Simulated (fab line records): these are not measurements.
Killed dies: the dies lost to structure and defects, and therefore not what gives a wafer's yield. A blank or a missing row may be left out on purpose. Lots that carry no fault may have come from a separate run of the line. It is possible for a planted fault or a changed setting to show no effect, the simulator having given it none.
What tool caused it? / flow gf180mcu / Sampling: 12 lots, 36 wafers, 2 of 602 route steps

WHAT THE GAUGES READ, wafer by wafer
GF_PSD_CD_MEAS_07: target cd 400 nm.
lot=L502; measured=day 16 09:51; on=cd-sem-01; cd-nm (nm)=403.4 402.1 405.2
lot=L503; measured=day 16 16:25; on=cd-sem-01; cd-nm (nm)=402.3 401.6 400.4
lot=L504; measured=day 17 01:25; on=cd-sem-02; cd-nm (nm)=400.8 399.4 400.2
lot=L505; measured=day 17 05:40; on=cd-sem-02; cd-nm (nm)=401.4 400.4 399.9
lot=L506; measured=day 17 17:43; on=cd-sem-02; cd-nm (nm)=400.6 400.4 402.6
lot=L507; measured=day 18 00:20; on=cd-sem-01; cd-nm (nm)=398.8 397.5 398.0
lot=L510; measured=day 19 02:17; on=cd-sem-01; cd-nm (nm)=399.9 400.1 398.9
lot=L512; measured=day 19 18:55; on=cd-sem-01; cd-nm (nm)=402.6 401.7 399.8
lot=L513; measured=day 20 00:56; on=cd-sem-01; cd-nm (nm)=399.4 398.4 398.7
lot=L519; measured=day 22 00:59; on=cd-sem-02; cd-nm (nm)=406.7 407.3 408.7
lot=L522; measured=day 23 00:10; on=cd-sem-01; cd-nm (nm)=399.6 399.8 397.7
lot=L524; measured=day 23 13:53; on=cd-sem-02; cd-nm (nm)=403.0 402.1 401.9

EACH LOT AND THE TOOL THAT RAN IT (in order: tool; ch and the chambers of the sampled wafers; start)
lot=L502; GF_PSD_DEVELOP_06=litho-track-04 ch 0, day 16 09:43
lot=L503; GF_PSD_DEVELOP_06=litho-track-03 ch 0, day 16 16:16
lot=L504; GF_PSD_DEVELOP_06=litho-track-03 ch 0, day 17 01:16
lot=L505; GF_PSD_DEVELOP_06=litho-track-03 ch 0, day 17 05:31
lot=L506; GF_PSD_DEVELOP_06=litho-track-04 ch 0, day 17 17:34
lot=L507; GF_PSD_DEVELOP_06=litho-track-03 ch 0, day 18 00:11
lot=L510; GF_PSD_DEVELOP_06=litho-track-01 ch 0, day 19 02:08
lot=L512; GF_PSD_DEVELOP_06=litho-track-03 ch 0, day 19 18:46
lot=L513; GF_PSD_DEVELOP_06=litho-track-01 ch 0, day 20 00:47
lot=L519; GF_PSD_DEVELOP_06=litho-track-03 ch 0, day 22 00:50
lot=L522; GF_PSD_DEVELOP_06=litho-track-04 ch 0, day 23 00:01
lot=L524; GF_PSD_DEVELOP_06=litho-track-01 ch 0, day 23 13:44
- GF_PSD_DEVELOP_06: develop time 60 s.

AS READ BY THE TOOLS THEMSELVES (means over the sampled wafers that have a number; for cases with no such wafer, the mark the record gives instead)
GF_PSD_DEVELOP_06.
lot=L502; tool=litho-track-04; chill-plate-temp-C (C)=22.96
lot=L503; tool=litho-track-03; chill-plate-temp-C (C)=23.08
lot=L504; tool=litho-track-03; chill-plate-temp-C (C)=22.83
lot=L505; tool=litho-track-03; chill-plate-temp-C (C)=23.00
lot=L506; tool=litho-track-04; chill-plate-temp-C (C)=23.00
lot=L507; tool=litho-track-03; chill-plate-temp-C (C)=23.11
lot=L510; tool=litho-track-01; chill-plate-temp-C (C)=23.02
lot=L512; tool=litho-track-03; chill-plate-temp-C (C)=23.10
lot=L513; tool=litho-track-01; chill-plate-temp-C (C)=22.99
lot=L519; tool=litho-track-03; chill-plate-temp-C (C)=23.05
lot=L522; tool=litho-track-04; chill-plate-temp-C (C)=23.19
lot=L524; tool=litho-track-01; chill-plate-temp-C (C)=22.86

THE ANSWER, worked out from the rows above alone
Rule: the usual values come from the lots themselves. The widest of any qualifying gaps counts: lots, ordered by their means at a reading, are off when they make up no more than a third of the lots, leave a main group of 4 or more, and stand apart from it by 3 or more times the standard deviation of that group's means. If all means in a main group match to the digits the tables above print for the reading, that group is not used. Also off: a lot with no number at a reading for which 4 or more lots have one. All remaining lots with rows at the step are treated as sound. After the gauges, taken in route order, come the tools' own readings; for these a lot's mean is taken, as printed above. At the first step where some lot is off, the reading lying furthest off is the one used; lots without a number count as furthest.
No lot is off on any of the readings shown, so nothing can be concluded from this.

WHAT THE SIMULATOR HAD INSERTED
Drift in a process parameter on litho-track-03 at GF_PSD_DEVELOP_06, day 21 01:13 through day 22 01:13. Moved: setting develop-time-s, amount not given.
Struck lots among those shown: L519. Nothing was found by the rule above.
